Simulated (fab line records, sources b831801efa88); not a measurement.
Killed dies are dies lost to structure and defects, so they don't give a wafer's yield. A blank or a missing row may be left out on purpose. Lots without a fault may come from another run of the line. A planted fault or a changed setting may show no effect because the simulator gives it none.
Problem report in the 8D (eight disciplines) form, filled by code | flow gf180mcu | the parts of the form that need people (team, actions taken, sign-off) are left out

1. THE PROBLEM
head_pressure_psi at GF_CONTACT_CMP_27 reads a mean of 3.181 psi on 6 wafers of 2 lots; wafers without a fault read 3.499 psi with a standard deviation of 0.0073. That is -44 standard deviations from the usual mean.
The step: polishes, stops on SiO2, t overpolish 15 s, target thk 0 nm.
First seen on wafer L955.4, day 20 04:50, on cmp-02. The record holds 42 wafers of 14 lots with a number at this step. Rule for "out", or "out of limits": more than 4 standard deviations from the usual mean. The other wafers with a number count as sound.

2. WHAT IT IS AND WHAT IT IS NOT
question                    | is                     | is not
which readings at this step | head_pressure_psi      | motor_current_A, overpolish_run_s, platen_rpm
which lots                  | L955, L956             | L944, L945, L946, L947, L949, L953, L954, L963, L964, L965, L966, L967
which wafers of those lots  | all that have a number | -
read on which tools         | cmp-02                 | cmp-01
when                        | from day 20 04:50      | up to then (21 sound wafers); but 15 sound wafers of L963, L964, L965, L966, L967 came after

3. SUSPECTS, AND WHAT RULES EACH OUT
Counting: a tool at a process step up to the reading stays a suspect if it ran every lot that is out and no sound lot after the first of them.
- pecvd-01 at GF_CONTACT_CVD_02 (deposits SiO2 from TEOS, target thk 860 nm, time 95.992 s): ruled out as a lasting fault. Sound lots L965, L966, L967 ran on it after its first lot that is out, L955 (day 19 02:58).
- cmp-02 at GF_CONTACT_CMP_27 (polishes, stops on SiO2, t overpolish 15 s, target thk 0 nm): ruled out as a lasting fault. Sound lots L963, L964, L965, L967 ran on it after its first lot that is out, L955 (day 20 04:50).
Left after counting: nothing in the record.

4. THE CAUSE (what the simulator had put in)
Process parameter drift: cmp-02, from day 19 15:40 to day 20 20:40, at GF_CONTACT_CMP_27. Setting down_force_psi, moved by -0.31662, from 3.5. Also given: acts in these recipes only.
Counting ruled it out, wrongly.

5. THE CHAIN OF EFFECTS, in route order
Each row: a reading whose mean over the struck wafers that have a number lies more than 3 standard deviations from the usual. Only readings for which the record gives a usual standard deviation are gone through. hours: the time from each lot's start at the first step in this table that gives one to its start at this step, as a median over the lots. sigmas: the change in usual standard deviations.
hours | step              | reading           | usual     | on struck wafers | change | sigmas
0     | GF_CONTACT_CMP_27 | head_pressure_psi | 3.499 psi | 3.181            | -0.318 | -44
The process steps in it:
- GF_CONTACT_CMP_27: polishes, stops on SiO2, t overpolish 15 s, target thk 0 nm.

6. WHAT WOULD HAVE CAUGHT IT SOONER
In this record the first reading out of limits was taken at day 20 04:50, 13 hours after the fault began at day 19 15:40.
